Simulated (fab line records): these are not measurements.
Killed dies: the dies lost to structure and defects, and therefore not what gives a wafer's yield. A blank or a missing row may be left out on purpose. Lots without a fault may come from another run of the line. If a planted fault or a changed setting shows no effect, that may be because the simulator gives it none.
Which of the tools did it? | flow gf180mcu | Sampling: 12 lots, 36 wafers, 6 of 602 route steps

WHAT THE GAUGES SHOWED, per wafer
GF_POLY_GATE_THK_MEAS_01. Usual: POLY_GATE_CVD_00_THK gives 199.8 nm (standard deviation 2).
lot  | measured     | on            | POLY_GATE_CVD_00_THK (nm) | flag
L118 | day 8 11:10  | film-metro-01 | 203.8 202.6 203.6         |
L119 | day 8 20:58  | film-metro-02 | 200.5 201.2 201.1         |
L120 | day 9 03:07  | film-metro-03 | 199.1 197.7 198.4         |
L122 | day 9 18:34  | film-metro-03 | 199.8 199.5 200.2         |
L125 | day 10 18:30 | film-metro-02 | 183.8 184.3 183.3         | OFF
L127 | day 11 05:40 | film-metro-01 | 181.9 182.9 184.6         | OFF
L133 | day 13 06:35 | film-metro-03 | 200.1 197.8 197.3         |
L134 | day 13 09:47 | film-metro-02 | 200.0 199.3 200.6         |
L135 | day 13 14:33 | film-metro-02 | 201.1 202.9 200.6         |
L139 | day 14 15:05 | film-metro-03 | 199.9 199.4 199.2         |
L140 | day 14 22:27 | film-metro-03 | 197.8 199.0 197.3         |
L141 | day 15 12:57 | film-metro-03 | 201.5 200.6 201.0         |

GF_CONTACT_OVL_MEAS_15. Usual: CONTACT_OVL gives -4 nm (standard deviation 5.6).
lot  | measured     | on         | CONTACT_OVL (nm) | flag
L118 | day 16 02:29 | overlay-01 | -7 -2 -7         |
L119 | day 16 12:10 | overlay-01 | -2 4 4           |
L120 | day 17 04:38 | overlay-02 | 2 2 2            |
L122 | day 17 23:32 | overlay-02 | -7 -9 -11        |
L125 | day 19 09:04 | overlay-01 | -10 -6 -15       |
L127 | day 19 19:56 | overlay-01 | 0 -4 -6          |
L133 | day 22 01:35 | overlay-02 | -1 -6 -11        |
L134 | day 22 09:26 | overlay-02 | -5 0 -12         |
L135 | day 22 18:47 | overlay-02 | -3 -5 0          |
L139 | day 23 15:44 | overlay-02 | -5 -5 2          |
L140 | day 24 00:14 | overlay-02 | -13 -15 -11      |
L141 | day 24 19:16 | overlay-01 | -2 5 -3          |

GF_M1_RS_MEAS_05: measurement is done with a four-point probe. Usual: M1_ALCU_RS gives 0.0695 ohm/sq (standard deviation 0.00062).
lot  | measured     | on            | M1_ALCU_RS (ohm/sq)  | flag
L118 | day 16 03:55 | film-metro-02 | 0.0676 0.0681 0.0690 |
L119 | day 16 13:41 | film-metro-02 | 0.0687 0.0684 0.0685 |
L120 | day 17 06:03 | film-metro-02 | 0.0693 0.0699 0.0700 |
L122 | day 18 00:56 | film-metro-03 | 0.0692 0.0691 0.0702 |
L125 | day 19 10:28 | film-metro-03 | 0.0694 0.0706 0.0695 |
L127 | day 19 21:22 | film-metro-03 | 0.0695 0.0698 0.0701 |
L133 | day 22 03:01 | film-metro-02 | 0.0683 0.0696 0.0692 |
L134 | day 22 10:53 | film-metro-03 | 0.0702 0.0699 0.0692 |
L135 | day 22 20:19 | film-metro-03 | 0.0689 0.0693 0.0694 |
L139 | day 23 17:17 | film-metro-02 | 0.0689 0.0689 0.0693 |
L140 | day 24 01:38 | film-metro-04 | 0.0707 0.0708 0.0698 |
L141 | day 25 00:16 | film-metro-02 | 0.0688 0.0692 0.0687 |

WHAT TOOL EACH LOT RAN ON (gives the tool, then ch and the chambers of the sampled wafers, and finally the start)
lot  | GF_POLY_GATE_CVD_00         | GF_POLY_GATE_ETCH_13             | GF_SALICIDE_RTA_06
L118 | lpcvd-01 ch 0, day 8 09:50  | rie-si-01 ch 2,3, day 9 04:22    | rtp-anneal-01 ch 0, day 15 03:13
L119 | lpcvd-02 ch 1, day 8 19:37  | rie-si-01 ch 0,2,3, day 9 13:48  | rtp-anneal-02 ch 0, day 15 13:11
L120 | lpcvd-02 ch 0, day 9 01:46  | rie-si-02 ch 1,2, day 9 21:15    | rtp-anneal-01 ch 0, day 16 05:07
L122 | lpcvd-02 ch 1, day 9 17:14  | rie-si-01 ch 1,2,3, day 10 12:40 | rtp-anneal-02 ch 0, day 16 23:46
L125 | lpcvd-02 ch 0, day 10 17:10 | rie-si-01 ch 0,1,3, day 11 13:19 | rtp-anneal-02 ch 0, day 18 08:00
L127 | lpcvd-02 ch 0, day 11 04:18 | rie-si-01 ch 1,2,3, day 12 00:20 | rtp-anneal-02 ch 0, day 18 19:33
L133 | lpcvd-01 ch 0, day 13 05:15 | rie-si-02 ch 0,2,3, day 14 02:27 | rtp-anneal-01 ch 0, day 21 01:16
L134 | lpcvd-01 ch 0, day 13 08:28 | rie-si-02 ch 0,2,3, day 14 07:13 | rtp-anneal-01 ch 0, day 21 08:05
L135 | lpcvd-01 ch 1, day 13 13:12 | rie-si-02 ch 0,1,3, day 14 11:18 | rtp-anneal-01 ch 0, day 21 18:05
L139 | lpcvd-02 ch 1, day 14 13:45 | rie-si-01 ch 0,1, day 15 12:45   | rtp-anneal-01 ch 0, day 22 15:35
L140 | lpcvd-02 ch 0, day 14 21:07 | rie-si-02 ch 0,2, day 15 20:15   | rtp-anneal-01 ch 0, day 23 00:26
L141 | lpcvd-02 ch 0, day 15 11:36 | rie-si-01 ch 1,3, day 16 11:30   | rtp-anneal-01 ch 0, day 23 16:05
- GF_POLY_GATE_CVD_00: deposits poly-Si, target thk 200 nm, time 1200 s.
- GF_POLY_GATE_ETCH_13: etches poly-Si in HBr/Cl2, stops on SiO2, target depth 198.5 nm, time 69.6 s.
- GF_SALICIDE_RTA_06: time 30 s.

WHAT THE TOOLS THEMSELVES READ (means of the sampled wafers that have a number; where no wafer has one, the mark that the record gives instead)
GF_POLY_GATE_CVD_00. Usual: spike-tc-centre-C 620.5 C, standard deviation 1.1; spike-tc-lower-C 619.8 C, standard deviation 1.2; spike-tc-upper-C 619.7 C, standard deviation 1.3; susceptor-temp-C 620.0 C, standard deviation 0.31; zone-power-upper-pct 8.2 %, standard deviation 0.72.
lot  | tool     | spike-tc-centre-C (C) | spike-tc-lower-C (C) | spike-tc-upper-C (C) | susceptor-temp-C (C) | zone-power-upper-pct (%) | flag
L118 | lpcvd-01 | 620.5                 | 620.0                | 622.7                | 619.8                | 9.1                      |
L119 | lpcvd-02 | 620.1                 | 619.7                | 618.8                | 620.3                | 8.2                      |
L120 | lpcvd-02 | 620.7                 | 618.9                | 617.5                | 619.8                | 7.2                      |
L122 | lpcvd-02 | 619.9                 | 620.0                | 620.5                | 620.2                | 8.2                      |
L125 | lpcvd-02 | 617.1                 | 615.3                | 614.7                | 616.1                | 7.2                      | OFF
L127 | lpcvd-02 | 615.9                 | 615.6                | 616.1                | 616.2                | 7.2                      | OFF
L133 | lpcvd-01 | 620.5                 | 620.0                | 621.0                | 619.6                | 9.1                      |
L134 | lpcvd-01 | 620.8                 | 620.5                | 620.2                | 619.9                | 9.1                      |
L135 | lpcvd-01 | 621.2                 | 619.8                | 619.0                | 620.2                | 8.5                      |
L139 | lpcvd-02 | 620.9                 | 620.1                | 619.2                | 620.1                | 8.3                      |
L140 | lpcvd-02 | 620.1                 | 619.6                | 619.2                | 619.9                | 7.2                      |
L141 | lpcvd-02 | 619.5                 | 619.5                | 620.0                | 619.8                | 7.3                      |

GF_POLY_GATE_ETCH_13. Usual: drypump-motor-current-A 5.90 A, standard deviation 0.19; oes-product-au 0.989 a.u., standard deviation 0.0082; throttle-valve-pct 33.684 %, standard deviation 0.0089.
lot  | tool      | drypump-motor-current-A (A) | oes-product-au (a.u.) | throttle-valve-pct (%) | flag
L118 | rie-si-01 | 5.79                        | 0.990                 | 33.687                 |
L119 | rie-si-01 | 5.93                        | 0.992                 | 33.685                 |
L120 | rie-si-02 | 5.67                        | 0.986                 | 33.683                 |
L122 | rie-si-01 | 5.93                        | 0.984                 | 33.692                 |
L125 | rie-si-01 | 5.94                        | 0.944                 | 33.678                 | OFF
L127 | rie-si-01 | 5.93                        | 0.942                 | 33.693                 | OFF
L133 | rie-si-02 | 5.83                        | 0.993                 | 33.672                 |
L134 | rie-si-02 | 5.85                        | 0.987                 | 33.686                 |
L135 | rie-si-02 | 5.89                        | 0.988                 | 33.686                 |
L139 | rie-si-01 | 6.09                        | 0.997                 | 33.689                 |
L140 | rie-si-02 | 5.74                        | 0.992                 | 33.684                 |
L141 | rie-si-01 | 5.81                        | 0.995                 | 33.682                 |

GF_SALICIDE_RTA_06. Usual: lamp-power-pct 5.59 %, standard deviation 0.27; wafer_temp_C_max 532.2, standard deviation 0.57.
lot  | tool          | lamp-power-pct (%) | wafer_temp_C_max | flag
L118 | rtp-anneal-01 | 5.78               | 532.4            |
L119 | rtp-anneal-02 | 5.20               | 531.7            |
L120 | rtp-anneal-01 | 5.78               | 532.3            |
L122 | rtp-anneal-02 | 5.20               | 531.6            |
L125 | rtp-anneal-02 | 5.20               | 532.0            |
L127 | rtp-anneal-02 | 5.20               | 532.4            |
L133 | rtp-anneal-01 | 5.78               | 532.2            |
L134 | rtp-anneal-01 | 5.78               | 532.5            |
L135 | rtp-anneal-01 | 5.78               | 532.2            |
L139 | rtp-anneal-01 | 5.78               | 532.3            |
L140 | rtp-anneal-01 | 5.78               | 532.2            |
L141 | rtp-anneal-01 | 5.78               | 532.2            |

THE ANSWER, worked out from the rows above alone
Rule: take the mean of a lot's wafers that have a number; if it is more than 3 standard deviations from the usual mean, the lot is off. A lot without any number at a reading at which 4 lots or more have one is off too. All remaining lots with rows at the step are treated as sound. After the gauges, taken in route order, come the tools' own readings; for these a lot's mean is taken, as printed above. The first step at which some lot is off is used, and at that step the reading that is off furthest; a lot without a number counts as furthest.
Off: L125, L127, seen at GF_POLY_GATE_THK_MEAS_01 (POLY_GATE_CVD_00_THK).
If a tool, at a process step before that reading, ran all the lots that are off and no sound lot after the first of them, it fits. The gauges at GF_POLY_GATE_THK_MEAS_01 aren't tried: what is off there is off at GF_POLY_GATE_CVD_00 too, on other tools, and a gauge's error can't cause that. No candidate that was tried fits.

WHAT THE SIMULATOR HAD INSERTED
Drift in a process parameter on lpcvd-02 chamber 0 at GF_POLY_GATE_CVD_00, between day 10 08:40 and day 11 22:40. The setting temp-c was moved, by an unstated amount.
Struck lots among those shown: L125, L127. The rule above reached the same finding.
